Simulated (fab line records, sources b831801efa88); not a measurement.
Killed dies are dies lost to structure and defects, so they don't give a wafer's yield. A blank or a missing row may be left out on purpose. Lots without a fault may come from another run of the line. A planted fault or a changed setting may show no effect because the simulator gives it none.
fab line records | flow gf180mcu
record lots=14 wafers=42 last_day=34
route steps=602 shown TOP_METAL@569
lots that met no fault: from a run of the same line without faults
start_h: hours from the record's first day to the start of the lot's first wafer shown | wait_h: hours since the lot's step before | " the same as in the row above | L1.1+2: a row that stands for several wafers | - no value, or no start given | * or withheld: withheld | < > ~ a bound
route shown NAME@n: a module of which the file shows steps, and the number in the route of the first | usual: mean/standard deviation of fault-free wafers | same: alike in all rows | chamber/n: place in a boat | sites: the reading at each site | _std_site: their standard deviation | _edge_site: outer sites' mean less inner sites' | radius_mm: how far each site lies from the wafer's centre | mask NAME#n: copy n | behind: the tool/chamber that last shaped the wafer | hold: why the lot was held/for how many hours/how that ended | device: the transistor (n, p or np) that didn't switch | end of line: the same wafers' tests at the end of the route | a step without rows: its recipe alone | killed: dies lost to structure and defects at the first sort, not the wafer's yield | map: a wafer's dies, x killed, . not, _ none there
set.NAME: the setting as run; set.NAME@STEP: as run at that earlier step | model.NAME: the simulator's own value behind a step, which no gauge read
steps of the route over a sample of lots; a table a step, a row a wafer
services: from which hour (start_h, from the record's first day; less than 0 if before it) a tool's chamber was out of use, for how many hours, and why
## steps
# step GF_TOP_METAL_SPUTTER_02
# recipe material=AlCu target_thk_nm=900 power_w=10600 chamber_pressure_pa=0.3 substrate_temp_c=250 gas=Ar time_s=47.82
# usual cathode_dc_power_W=10600/2 throttle_valve_pct=30.6/0.86
# same time_s=47.82
# columns lot.wafer tool chamber start_h wait_h cathode_dc_power_W throttle_valve_pct
L782.2 pvd_sputter-03 - 644.66 0.0 10599 32.0
L782.3 " - " " 10601 31.5
L782.6 " - " " 10601 32.2
L783.1 pvd_sputter-01 - 650.61 0.0 10600 30.7
L783.2 " - " " 10600 29.6
L783.3 " - " " 10603 30.7
L785.2 pvd_sputter-03 - 670.64 0.0 10604 32.4
L785.4 " - " " 10600 32.1
L785.5 " - " " 10599 31.3
L786.4 pvd_sputter-03 - 685.87 0.0 10601 31.3
L786.5 " - " " 10603 31.1
L786.6 " - " " 10601 32.2
L788.4 pvd_sputter-02 - 686.56 0.0 10599 28.4
L788.5 " - " " 10600 29.9
L788.6 " - " " 10599 30.4
L789.2 pvd_sputter-02 - 696.75 0.0 10599 30.2
L789.3 " - " " 10599 29.6
L789.4 " - " " 10601 30.8
L790.2 pvd_sputter-01 - 704.68 0.0 10596 30.6
L790.3 " - " " 10597 31.5
L790.5 " - " " 10598 30.3
L793.4 pvd_sputter-03 - 725.47 0.0 10600 31.3
L793.5 " - " " 10601 31.1
L793.6 " - " " 10599 29.9
L795.2 pvd_sputter-03 - 735.92 0.0 10597 30.0
L795.3 " - " " 10602 32.1
L795.5 " - " " 10602 31.1
L797.2 pvd_sputter-01 - 751.98 0.0 10601 30.8
L797.3 " - " " 10599 29.4
L797.5 " - " " 10601 30.7
L798.2 pvd_sputter-01 - 756.84 0.0 10598 29.7
L798.4 " - " " 10605 30.6
L798.6 " - " " 10600 31.1
L799.1 pvd_sputter-03 - 761.17 0.0 10601 31.0
L799.3 " - " " 10598 32.0
L799.5 " - " " 10598 32.3
L803.3 pvd_sputter-01 - 787.19 0.0 9784.5 31.0
L803.5 " - " " 9785.2 29.6
L803.6 " - " " 9787.7 31.3
L805.2 pvd_sputter-01 - 792.56 0.0 9788.2 29.7
L805.3 " - " " 9783.8 30.9
L805.6 " - " " 9783.2 30.8
# step GF_TOP_METAL_RS_MEAS_05
# recipe thk_meas_gauge=four-point-probe reads=TiN_of_TOP_METAL_SPUTTER_04+Ti_of_TOP_METAL_SPUTTER_03+AlCu_of_TOP_METAL_SPUTTER_02+TiN_of_TOP_METAL_SPUTTER_01+Ti_of_TOP_METAL_SPUTTER_00
# usual TOP_METAL_ALCU_RS=0.0329/0.00038
# columns lot.wafer tool chamber start_h wait_h TOP_METAL_ALCU_RS[ohm/sq]
L782.2 film_metro-02 - 644.77 0.0 0.0333
L782.3 " - " " 0.0334
L782.6 " - " " 0.0334
L783.1 film_metro-04 - 650.70 0.0 0.0323
L783.2 " - " " 0.0326
L783.3 " - " " 0.0322
L785.2 film_metro-04 - 670.75 0.0 0.0334
L785.4 " - " " 0.0332
L785.5 " - " " 0.0331
L786.4 film_metro-02 - 686.02 0.1 0.0331
L786.5 " - " " 0.0332
L786.6 " - " " 0.0335
L788.4 film_metro-04 - 686.71 0.1 0.0331
L788.5 " - " " 0.0331
L788.6 " - " " 0.0331
L789.2 film_metro-04 - 696.86 0.0 0.0327
L789.3 " - " " 0.0326
L789.4 " - " " 0.0327
L790.2 film_metro-04 - 704.79 0.0 0.0325
L790.3 " - " " 0.0327
L790.5 " - " " 0.0325
L793.4 film_metro-01 - 725.62 0.1 0.0327
L793.5 " - " " 0.0327
L793.6 " - " " 0.0324
L795.2 film_metro-02 - 736.03 0.0 0.0322
L795.3 " - " " 0.0326
L795.5 " - " " 0.0327
L797.2 film_metro-01 - 752.09 0.0 0.0326
L797.3 " - " " 0.0329
L797.5 " - " " 0.0328
L798.2 film_metro-04 - 756.95 0.0 0.0327
L798.4 " - " " 0.0325
L798.6 " - " " 0.0327
L799.1 film_metro-04 - 761.26 0.0 0.0328
L799.3 " - " " 0.0334
L799.5 " - " " 0.0332
L803.3 film_metro-01 - 787.33 0.1 0.0362
L803.5 " - " " 0.0361
L803.6 " - " " 0.0362
L805.2 film_metro-01 - 792.67 0.0 0.0349
L805.3 " - " " 0.0353
L805.6 " - " " 0.0349
# step GF_TOP_METAL_THK_MEAS_06
# recipe thk_meas_gauge=xrf reads=AlCu_of_TOP_METAL_SPUTTER_02
# usual TOP_METAL_ALCU_THK=899/11
# columns lot.wafer tool chamber start_h wait_h TOP_METAL_ALCU_THK[nm]
L782.2 film_metro-02 - 644.88 0.1 891
L782.3 " - " " 880
L782.6 " - " " 886
L783.1 film_metro-04 - 650.82 0.1 919
L783.2 " - " " 907
L783.3 " - " " 915
L785.2 film_metro-04 - 670.86 0.1 883
L785.4 " - " " 887
L785.5 " - " " 891
L786.4 film_metro-02 - 686.11 0.1 889
L786.5 " - " " 885
L786.6 " - " " 876
L788.4 film_metro-04 - 686.80 0.1 891
L788.5 " - " " 895
L788.6 " - " " 897
L789.2 film_metro-04 - 696.97 0.1 908
L789.3 " - " " 906
L789.4 " - " " 908
L790.2 film_metro-04 - 704.90 0.1 911
L790.3 " - " " 903
L790.5 " - " " 912
L793.4 film_metro-01 - 725.71 0.1 901
L793.5 " - " " 906
L793.6 " - " " 913
L795.2 film_metro-02 - 736.14 0.1 916
L795.3 " - " " 904
L795.5 " - " " 909
L797.2 film_metro-01 - 752.20 0.1 907
L797.3 " - " " 899
L797.5 " - " " 899
L798.2 film_metro-04 - 757.06 0.1 908
L798.4 " - " " 907
L798.6 " - " " 902
L799.1 film_metro-04 - 761.38 0.1 905
L799.3 " - " " 884
L799.5 " - " " 890
L803.3 film_metro-01 - 787.43 0.1 821
L803.5 " - " " 826
L803.6 " - " " 821
L805.2 film_metro-01 - 792.78 0.1 850
L805.3 " - " " 838
L805.6 " - " " 846
## services
# columns tool chamber start_h hours kind
pvd_sputter-02 3 632.25 - consumable_replace:kit
pvd_sputter-02 3 632.25 18.0 scheduled_down
pvd_sputter-02 3 632.25 18.0 vent_cycle
pvd_sputter-01 - 639.64 1.7 repair
pvd_sputter-03 3 654.59 - consumable_replace:kit
pvd_sputter-03 3 654.59 18.0 scheduled_down
pvd_sputter-03 3 654.59 18.0 vent_cycle
pvd_sputter-02 - 677.19 2.1 repair
pvd_sputter-01 3 682.19 - consumable_replace:kit
pvd_sputter-01 3 682.19 18.0 scheduled_down
pvd_sputter-01 3 682.19 18.0 vent_cycle
pvd_sputter-01 - 709.19 0.5 repair
pvd_sputter-02 2 728.52 - consumable_replace:kit
pvd_sputter-02 2 728.52 18.0 scheduled_down
pvd_sputter-02 2 728.52 18.0 vent_cycle
pvd_sputter-03 2 790.16 - consumable_replace:kit
pvd_sputter-03 2 790.16 18.0 scheduled_down
pvd_sputter-03 2 790.16 18.0 vent_cycle
## key
first_sign step=GF_TOP_METAL_SPUTTER_02 reading=cathode_dc_power_W direction=down sigmas=99+ usual=10600 struck=9785.4
effect step=GF_TOP_METAL_RS_MEAS_05 reading=TOP_METAL_ALCU_RS direction=up sigmas=7.2 usual=0.0329 struck=0.0356
effect step=GF_TOP_METAL_THK_MEAS_06 reading=TOP_METAL_ALCU_THK direction=down sigmas=5.8 usual=899 struck=834
met_at GF_TOP_METAL_SPUTTER_02
struck_lots L803,L805
onset_between 756.84 787.19
fault kind=process_parameter_drift tool=pvd_sputter-01 chamber=- onset_h=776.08 steps=GF_TOP_METAL_SPUTTER_02 channel=power_w offset=-816.46 shape=step end_h=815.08 acts_in=these_recipes_only stated=10600
